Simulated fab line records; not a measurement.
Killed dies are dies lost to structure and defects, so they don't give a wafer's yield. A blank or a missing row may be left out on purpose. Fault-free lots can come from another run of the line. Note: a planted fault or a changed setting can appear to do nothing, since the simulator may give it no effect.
2 desks looking at one fault -- flow gf180mcu -- numbers are kept per desk, each desk with only its own; the story behind them comes last

AT THE METROLOGY DESK
Lot by lot, what the gauges showed, no matter which tool ran the lot: averages of those sampled wafers that carry a number. A lot is out of limits, marked OUT, if its mean lies more than 4 standard deviations from the usual mean; the brackets give that distance.
Columns: A = SALICIDE_TIN_THK at GF_SALICIDE_THK_MEAS_05, usual 20.8 nm; B = CONTACT_OVL at GF_CONTACT_OVL_MEAS_15, usual -1 nm
lot,first seen here,A,B
L917,day 15 11:19,20.0,-1
L919,day 16 07:32,20.4,0
L925,day 18 10:01,20.7,-2
L926,day 19 01:34,22.4 (+4.4) OUT,6
L927,day 19 10:15,22.9 (+5.8) OUT,-8
L930,day 20 19:26,21.3,-4
L932,day 21 12:28,20.6,-4
L934,day 22 01:54,20.7,-4
L933,day 22 04:34,21.2,1
L936,day 22 10:25,21.1,-6
L935,day 22 13:30,21.0,-3
L937,day 22 16:20,20.8,0
L939,day 23 11:21,21.1,5
Per this desk, out of limits: L926, L927; the first was L926, day 19 01:34 (SALICIDE_TIN_THK at GF_SALICIDE_THK_MEAS_05). L917, L919, L925, L930, L932, L934, L933, L936, L935, L937, L939 stayed within limits.

DESK OF THE TOOL OWNER: pvd sputter-03
The tool's own readings at GF_SALICIDE_SPUTTER_03 (material TiN, target thk 20 nm, time 17.46 s): means of the sampled wafers that have a number, for each lot that ran on this tool. A lot is out of limits, marked OUT, if its mean lies more than 4 standard deviations from the usual mean; the brackets give that distance.
Columns: A = throttle valve pct at GF_SALICIDE_SPUTTER_03, usual 30.5 %
lot,first seen here,A
L919,day 16 07:22,31.3
L925,day 18 09:51,30.3
L926,day 19 01:25,31.5
L927,day 19 10:06,30.8
This desk's verdict: no lot among the 4 shows anything out of limits.

PUT TOGETHER
Metrology desk: alarm possible at day 19 01:34 on L926, L927.
The tool owner's desk saw nothing out of limits.
On record at the tool owner's desk: L926, L927, within its limits.
GF_SALICIDE_SPUTTER_03 was run on pvd sputter-03 by each of the lots named.

WHAT THE SIMULATOR PUT IN
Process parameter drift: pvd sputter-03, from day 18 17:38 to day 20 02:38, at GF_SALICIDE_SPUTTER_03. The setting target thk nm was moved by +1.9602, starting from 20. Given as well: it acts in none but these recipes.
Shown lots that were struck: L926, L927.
Per desk, hours elapsed from the start of the fault to the first reading out of limits: for the metrology desk, 8.
